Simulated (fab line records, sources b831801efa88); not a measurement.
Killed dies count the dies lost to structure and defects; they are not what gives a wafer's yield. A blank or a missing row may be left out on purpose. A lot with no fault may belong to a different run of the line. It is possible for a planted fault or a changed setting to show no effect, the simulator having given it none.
A lot that was struck, set against a sound lot ; flow sfq_line ; 15 out of 325 route steps
Sound: these wafers, L242.2, L242.3, L242.5. Struck: wafers L251.4, L251.6 (left out: L251.5, a lot-mate that was not struck); the cause follows at the end.
At each step with rows: each side's tool, then ch and its chambers, then its first start. Under that, the readings that differ: sound wafers ; struck wafers ; difference of the means ; sigmas: that difference in standard deviations of wafers without a fault.
alike: same words and numbers on both sides, and readings whose means sit less than 2 such deviations apart. not compared: any withheld reading, any reading some wafer has no value for, any bound like >300 that may hide the same value, and any number with overlapping values for which the record gives no deviation.
A row with sigmas, a row that says differs or no value, or rows on one side alone: a step with any of these is where the two part. When numbers do not overlap yet have no deviation, they are printed without sigmas and do not part them. A reading that every wafer of one side lacks parts them only if that side has two wafers or more.

first, 1 step without rows for these wafers: SFQ_TRILAYER_M3_STRIP_SOLV_CLEAN_080 (cleans in NMP, time 600 s).
SFQ_TRILAYER_I3_DEP_PECVD_081: deposits SiO2 from SiH4/N2O, time 111.11 s, target thk 500 nm.
  sound on pecvd-03 ch 0,1, day 43 13:12; struck on pecvd-04 ch 0,2, day 48 05:10
reading;sound;struck;difference;sigmas
throttle_valve_pct (%);25.7 27.8 27.8;23.3 22.9;-4.0;-2
  alike: heater_power_w
SFQ_TRILAYER_I3_CMP_CMP_082: polishes SiO2.
  sound on cmp-01 ch 0,3, day 44 06:01; struck on cmp-01 ch 2,3, day 49 05:31
  alike: head_pressure_psi, motor_current_A, time_to_endpoint_s
SFQ_I3_BOW_MEAS_922:
  struck on film_metro-02, day 49 08:34; sound on film_metro-01, day 44 08:32
  alike: I3_BOW
SFQ_TRILAYER_I3_METRO_MEASURE_083:
  struck on film_metro-02, day 49 09:14; sound on film_metro-01, day 44 08:50
  alike: thk_nm
then, 6 steps without rows for these wafers: SFQ_TRILAYER_I3_VIA_LITHO_COAT_090 (resist thk 62 nm); SFQ_TRILAYER_I3_VIA_LITHO_COAT_085 (resist thk 650 nm); SFQ_TRILAYER_I3_VIA_LITHO_SOFTBAKE_089; SFQ_TRILAYER_I3_VIA_LITHO_EXPOSE_086 (exposes mask I3, target cd 500 nm); SFQ_TRILAYER_I3_VIA_LITHO_PEB_088 (peb time 60 s); SFQ_TRILAYER_I3_VIA_LITHO_DEVELOP_087 (time 60 s).
-- the record jumps here: 5 days lie between the struck wafers' starts before and after --
SFQ_I3_OVL_MEAS_923:
  struck on overlay-01, day 54 08:04; sound on overlay-02, day 49 15:35
  alike: I3_OVL
SFQ_TRILAYER_I3_VIA_BARC_OPEN_VIA_ETCH_121: etches BARC in O2, target depth 125 nm, time 41.7 s.
  sound on rie_diel-01 ch 0,1, day 49 15:37; struck on rie_diel-01 ch 2,3, day 54 08:05
reading;sound;struck;difference;sigmas
model.KrF_of_TRILAYER_I3_VIA_LITHO_COAT_085.thk_nm (nm);572.9 570.1 573.8;574.7 578;+4.1;
  alike: drypump_motor_current_A, oes_product_au
  not compared: rf_hours_counter_h
SFQ_TRILAYER_I3_VIA_ETCH_VIA_ETCH_088: etches SiO2 in CHF3, stops on Nb, target depth 260 nm.
  sound on rie_diel-01 ch 0,1, day 49 15:39; struck on rie_diel-01 ch 2,3, day 54 08:07
reading;sound;struck;difference;sigmas
model.KrF_of_TRILAYER_I3_VIA_LITHO_COAT_085.thk_nm (nm);528 525.3 529.4;530.5 534.2;+4.8;
  alike: drypump_motor_current_A, oes_product_au
SFQ_TRILAYER_I3_VIA_STRIP_STRIP_089: strips in O2.
  sound on rie_metal-04 ch 1, day 49 15:46; struck on rie_metal-01 ch 1, day 54 08:26
  alike: drypump_motor_current_A, he_backside_leak_sccm, oes_product_au
  not compared: rf_hours_counter_h

WHERE THEY PART
Only at SFQ_TRILAYER_I3_DEP_PECVD_081, as far as this record shows. Later steps at which nothing parts them and some readings are alike: SFQ_TRILAYER_I3_CMP_CMP_082, SFQ_I3_BOW_MEAS_922, SFQ_TRILAYER_I3_METRO_MEASURE_083, SFQ_I3_OVL_MEAS_923, SFQ_TRILAYER_I3_VIA_BARC_OPEN_VIA_ETCH_121, SFQ_TRILAYER_I3_VIA_ETCH_VIA_ETCH_088, SFQ_TRILAYER_I3_VIA_STRIP_STRIP_089.

WHY: what the simulator had put in
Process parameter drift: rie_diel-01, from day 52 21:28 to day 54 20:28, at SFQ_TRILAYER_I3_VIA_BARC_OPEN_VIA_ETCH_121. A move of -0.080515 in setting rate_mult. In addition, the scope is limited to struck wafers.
